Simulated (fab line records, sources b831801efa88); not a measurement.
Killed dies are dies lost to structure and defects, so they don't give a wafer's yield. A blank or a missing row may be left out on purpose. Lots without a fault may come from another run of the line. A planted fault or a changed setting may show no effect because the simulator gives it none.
One fault seen from 2 desks | flow sky130 | each desk has only its own numbers; what lay behind them comes last

THE METROLOGY DESK
What the gauges read, lot by lot, whatever tool the lot ran on: means of the sampled wafers that have a number. A lot is out of limits, marked OUT, if its mean lies more than 4 standard deviations from the usual mean; the brackets give that distance.
Columns: A = cd_nm at SKY_VIA3_CD_MEAS_12, usual 199.6 nm; B = VIA3_OVL at SKY_VIA3_OVL_MEAS_13, usual -5 nm
lot  | first seen here | A     | B
L774 | day 39 22:17    | 200.3 | -1
L781 | day 41 19:36    | 201.0 | 1
L784 | day 42 17:23    | 201.2 | 5
L789 | day 44 01:46    | 199.6 | -13
L795 | day 45 12:06    | 198.7 | -0
L797 | day 45 23:38    | 200.5 | -5
This desk's finding: nothing out of limits on any of the 6 lots.

THE TOOL OWNER'S DESK: pvd_sputter-04
The tool's own readings at SKY_VIA3_SPUTTER_20 (material TiN, target thk 20 nm, time 80 s): means of the sampled wafers that have a number, for each lot that ran on this tool. A lot is out of limits, marked OUT, if its mean lies more than 4 standard deviations from the usual mean; the brackets give that distance.
Columns: A = chamber_pressure_pa at SKY_VIA3_SPUTTER_20, usual 4.999 Pa; B = throttle_valve_pct at SKY_VIA3_SPUTTER_20, usual 29.9 %
lot  | first seen here | A               | B
L774 | day 39 23:08    | 4.997           | 29.4
L781 | day 41 20:27    | 5.009           | 28.9
L784 | day 42 18:14    | 4.983           | 29.8
L789 | day 44 02:42    | 5.001           | 30.7
L795 | day 45 12:58    | 4.831 (-17) OUT | 30.7
L797 | day 46 00:29    | 4.836 (-16) OUT | 30.4
This desk's finding: out of limits on L795, L797; first on L795, day 45 12:58 (chamber_pressure_pa at SKY_VIA3_SPUTTER_20). In limits: L774, L781, L784, L789.

PUT TOGETHER
The tool owner's desk could have raised an alarm at day 45 12:58, on L795, L797.
The metrology desk saw nothing out of limits.
The metrology desk has L795, L797 on record, within its limits.
Of the lots named, all ran SKY_VIA3_SPUTTER_20 on pvd_sputter-04.

WHAT THE SIMULATOR HAD PUT IN
Process parameter drift: pvd_sputter-04, from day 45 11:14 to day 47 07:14, at SKY_VIA3_SPUTTER_20. Setting chamber_pressure_pa, moved by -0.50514, from 5. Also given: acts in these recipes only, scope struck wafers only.
Lots struck among those shown: L795, L797.
Hours from the fault's start to each desk's first reading out of limits: the tool owner's desk, 2.
